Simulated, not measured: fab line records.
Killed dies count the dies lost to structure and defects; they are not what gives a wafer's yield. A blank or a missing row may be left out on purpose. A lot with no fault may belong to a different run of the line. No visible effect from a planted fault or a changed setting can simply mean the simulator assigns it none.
2 desks, one fault    flow sky130    what lay behind the numbers comes last; until then each desk has only its own

== METROLOGY DESK ==
What the gauges read, lot by lot, whatever tool the lot ran on: means of the sampled wafers that have a number. Marked OUT: a lot whose mean sits more than 4 standard deviations from the usual mean, which makes it out of limits; the brackets give that distance.
Columns: A = VIA1_W_RS at SKY_VIA1_RS_MEAS_22, usual 0.425 ohm/sq; B = VIA1_W_THK at SKY_VIA1_THK_MEAS_23, usual 276 nm
lot   first seen here  A      B
L371  day 33 23:49     0.428  273
L372  day 34 10:43     0.425  279
L373  day 34 18:59     0.431  275
L374  day 35 08:37     0.426  274
L377  day 36 04:06     0.422  280
L378  day 36 10:43     0.421  283
L382  day 37 19:10     0.421  275
L385  day 38 16:49     0.435  269
L386  day 38 20:23     0.444  263
L391  day 40 04:45     0.438  269
L392  day 40 16:59     0.428  274
This desk's finding: nothing out of limits on any of the 11 lots.

== FOR THE TOOL OWNER'S DESK: cvd-w-01 ==
The tool's own readings at SKY_VIA1_CVD_21 (deposits W, target thk 270 nm, time 80.902 s): means of the sampled wafers that have a number, for each lot that ran on this tool. Marked OUT: a lot whose mean sits more than 4 standard deviations from the usual mean, which makes it out of limits; the brackets give that distance.
Columns: A = heater-power-w at SKY_VIA1_CVD_21, usual 798 W
lot   first seen here  A
L371  day 33 23:43     775
L372  day 34 10:38     798
L377  day 36 04:01     799
L378  day 36 10:36     792
L382  day 37 19:04     781
L385  day 38 16:44     793
L386  day 38 20:16     787
This desk's finding: nothing out of limits on any of the 7 lots.

== BROUGHT TOGETHER ==
Nothing out of limits was seen by the metrology desk.
The desk of the tool owner found nothing out of limits.

== WHAT WAS PUT IN BY THE SIMULATOR ==
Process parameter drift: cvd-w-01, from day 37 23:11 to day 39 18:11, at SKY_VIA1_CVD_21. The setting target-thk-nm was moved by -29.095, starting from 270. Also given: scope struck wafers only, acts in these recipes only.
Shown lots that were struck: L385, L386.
